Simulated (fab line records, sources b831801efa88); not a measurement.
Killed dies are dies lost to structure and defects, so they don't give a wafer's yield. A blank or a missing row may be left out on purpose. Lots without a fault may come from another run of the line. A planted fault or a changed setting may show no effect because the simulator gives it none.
Problem report in the 8D (eight disciplines) form, filled by code | flow sky130 | the parts of the form that need people (team, actions taken, sign-off) are left out

1. THE PROBLEM
VIA1_W_RS at SKY_VIA1_RS_MEAS_22 reads a mean of 0.473 ohm/sq on 9 wafers of 3 lots; wafers without a fault read 0.424 ohm/sq with a standard deviation of 0.0073. That is +6.7 standard deviations from the usual mean.
The step: measures by four-point-probe.
First seen on wafer L576.1, day 37 08:11, on film_metro-01. The record holds 30 wafers of 10 lots with a number at this step. Rule for "out", or "out of limits": more than 4 standard deviations from the usual mean. The other wafers with a number count as sound.

2. WHAT IT IS AND WHAT IT IS NOT
question                    | is                     | is not
which readings at this step | VIA1_W_RS              | -
which lots                  | L576, L577, L579       | L568, L571, L574, L585, L586, L587, L589
which wafers of those lots  | all that have a number | -
read on which gauges        | film_metro-01          | film_metro-02, film_metro-04
when                        | from day 37 08:11      | up to then (9 sound wafers); but 12 sound wafers of L585, L586, L587, L589 came after

3. SUSPECTS, AND WHAT RULES EACH OUT
Counting: a tool at a process step up to the reading stays a suspect if it ran every lot that is out and no sound lot after the first of them.
- the gauge at SKY_VIA1_RS_MEAS_22: kept. All the wafers that are out were read on film_metro-01, and no step on other tools shows them out.
- cvd_w-02 at SKY_VIA1_CVD_21 (deposits W, target thk 270 nm, time 80.902 s): ruled out as a lasting fault. Sound lots L586, L587, L589 ran on it after its first lot that is out, L576 (day 37 08:05).
Left after counting: film_metro-01 at SKY_VIA1_RS_MEAS_22.

4. THE CAUSE (what the simulator had put in)
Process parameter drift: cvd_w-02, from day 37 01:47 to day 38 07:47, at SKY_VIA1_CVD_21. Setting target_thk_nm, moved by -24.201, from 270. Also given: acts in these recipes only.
Counting ruled it out, wrongly: the rule takes a fault to strike every lot that its tool runs from its start on, and this one did not.

5. THE CHAIN OF EFFECTS, in route order
Each row: a reading whose mean over the struck wafers that have a number lies more than 3 standard deviations from the usual. Only readings for which the record gives a usual standard deviation are gone through. hours: the time from each lot's start at the first step in this table that gives one to its start at this step, as a median over the lots. sigmas: the change in usual standard deviations.
hours | step                 | reading    | usual        | on struck wafers | change | sigmas
0     | SKY_VIA1_RS_MEAS_22  | VIA1_W_RS  | 0.424 ohm/sq | 0.473            | +0.049 | +6.7
0     | SKY_VIA1_THK_MEAS_23 | VIA1_W_THK | 272 nm       | 242              | -30    | -5.5

6. WHAT WOULD HAVE CAUGHT IT SOONER
In this record the first reading out of limits at a measuring or inspecting step was taken at day 37 08:11, 6 hours after the fault began at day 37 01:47.
Of the tool readings at SKY_VIA1_CVD_21 for which the record gives a usual standard deviation, none was out on any struck wafer, so an alarm limit of 4 standard deviations on them would not have fired.
